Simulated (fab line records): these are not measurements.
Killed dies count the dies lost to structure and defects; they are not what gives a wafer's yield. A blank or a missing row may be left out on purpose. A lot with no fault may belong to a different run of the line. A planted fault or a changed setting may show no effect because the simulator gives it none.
A single fault, viewed from 2 desks    flow gf180mcu    only its own numbers are on each desk; what lay behind them is given at the end

== AT THE METROLOGY DESK ==
Lot by lot, what the gauges showed, no matter which tool ran the lot: averages of those sampled wafers that carry a number. Marked OUT: a lot whose mean sits more than 4 standard deviations from the usual mean, which makes it out of limits; the brackets give that distance.
Columns: A = PASSIVATION_CVD_02_THK at GF_PASSIVATION_THK_MEAS_03, usual 697 nm
lot   first seen here  A
L220  day 28 20:49     704
L219  day 29 01:36     707
L217  day 29 04:28     700
L221  day 29 07:17     692
L223  day 29 12:45     698
L225  day 30 01:32     707
L226  day 30 13:47     688
L229  day 31 03:43     697
L231  day 31 15:02     705
L235  day 32 23:47     715
L236  day 33 02:37     693
L239  day 33 22:12     704
L240  day 33 23:32     694
Finding of this desk: none of the 13 lots has anything out of limits.

== AT THE TOOL OWNER'S DESK: pecvd-04 ==
The tool's own readings at GF_PASSIVATION_CVD_00 (deposits SiO2 from TEOS, target thk 1000 nm, time 111.95 s): means of the sampled wafers that have a number, for each lot that ran on this tool. Marked OUT: a lot whose mean sits more than 4 standard deviations from the usual mean, which makes it out of limits; the brackets give that distance.
Columns: A = heaterPowerW at GF_PASSIVATION_CVD_00, usual 648 W; B = runLengthS at GF_PASSIVATION_CVD_00, usual 140.0 s
lot   first seen here  A    B
L221  day 29 06:50     629  139.2
L226  day 30 13:22     685  138.9
L231  day 31 14:35     597  137.7
L235  day 32 23:22     651  138.4
Finding of this desk: none of the 4 lots has anything out of limits.

== TAKEN TOGETHER ==
The metrology desk saw nothing out of limits.
The desk of the tool owner found nothing out of limits.

== WHAT THE SIMULATOR HAD PUT IN ==
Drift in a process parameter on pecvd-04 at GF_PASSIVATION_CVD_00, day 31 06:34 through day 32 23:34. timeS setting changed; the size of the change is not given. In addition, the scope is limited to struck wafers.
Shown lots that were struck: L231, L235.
